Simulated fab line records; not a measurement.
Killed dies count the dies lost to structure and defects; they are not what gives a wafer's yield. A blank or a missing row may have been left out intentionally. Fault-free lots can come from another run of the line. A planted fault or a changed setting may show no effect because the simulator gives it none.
Which tool did it? -- flow sky130 -- Sampling: 6 lots, 18 wafers, 4 of 708 route steps

## WHAT EACH GAUGE READ, for each wafer
SKY_PAD_OPEN_BOW_MEAS_13.
lot,measured,on,PAD_OPEN_BOW (um)
L781,day 46 17:10,filmMetro-01,35 32 30
L784,day 47 09:23,filmMetro-02,46 53 41
L787,day 48 04:03,filmMetro-01,45 36 61
L789,day 48 17:38,filmMetro-01,34 42 34
L799,day 50 16:40,filmMetro-03,64 56 54
L801,day 51 11:35,filmMetro-03,33 29 31

## TOOL THAT RAN EACH LOT (tool first, then ch and the chambers of the sampled wafers, then the start)
lot,SKY_GATE_OXIDE_STRIP_13,SKY_METAL3_DESCUM_15,SKY_METAL4_METAL_ETCH_18
L781,"plasmaAsher-04 ch 0,1, day 14 14:08","rieMetal-02 ch 0,1, day 39 11:57","rieMetal-04 ch 0,1, day 42 16:40"
L784,"plasmaAsher-03 ch 0,1, day 15 16:32","rieMetal-03 ch 0,1, day 40 07:44","rieMetal-03 ch 0,1, day 43 11:04"
L787,"plasmaAsher-02 ch 0,1, day 16 15:01","rieMetal-01 ch 0,1, day 41 04:29","rieMetal-02 ch 0,1, day 44 07:35"
L789,"plasmaAsher-04 ch 0,1, day 17 16:47","rieMetal-02 ch 0,1, day 42 01:15","rieMetal-02 ch 0,1, day 45 01:35"
L799,"plasmaAsher-03 ch 0,1, day 20 20:26","rieMetal-03 ch 0,1, day 44 11:35","rieMetal-04 ch 0,1, day 47 09:47"
L801,"plasmaAsher-02 ch 0,1, day 22 07:53","rieMetal-01 ch 0,1, day 45 16:11","rieMetal-02 ch 1, day 48 09:43"
- SKY_GATE_OXIDE_STRIP_13: strips in O2/N2.
- SKY_METAL3_DESCUM_15: chemistry O2, time 8 s.
- SKY_METAL4_METAL_ETCH_18: etches the open film in Cl2/BCl3, stops on SiO2, target depth 845 nm, time 183.1 s.

## THE ANSWER, worked out from the rows above alone
Rule: usual is defined by the lots themselves. Put in order of their means at a reading, lots are off if they are a third of the lots or fewer, leave a main group of 4 or more, and stand apart from it by a gap of 3 or more times the standard deviation of the main group's means; of several such gaps the widest counts. If all means in a main group match to the digits the tables above print for the reading, that group is not used. A lot without any number at a reading at which 4 lots or more have one is off too. Where the step has rows for the other lots, those lots are counted as sound.
None of the lots is off at any reading shown; this tells nothing.

## WHAT THE SIMULATOR HAD PUT IN
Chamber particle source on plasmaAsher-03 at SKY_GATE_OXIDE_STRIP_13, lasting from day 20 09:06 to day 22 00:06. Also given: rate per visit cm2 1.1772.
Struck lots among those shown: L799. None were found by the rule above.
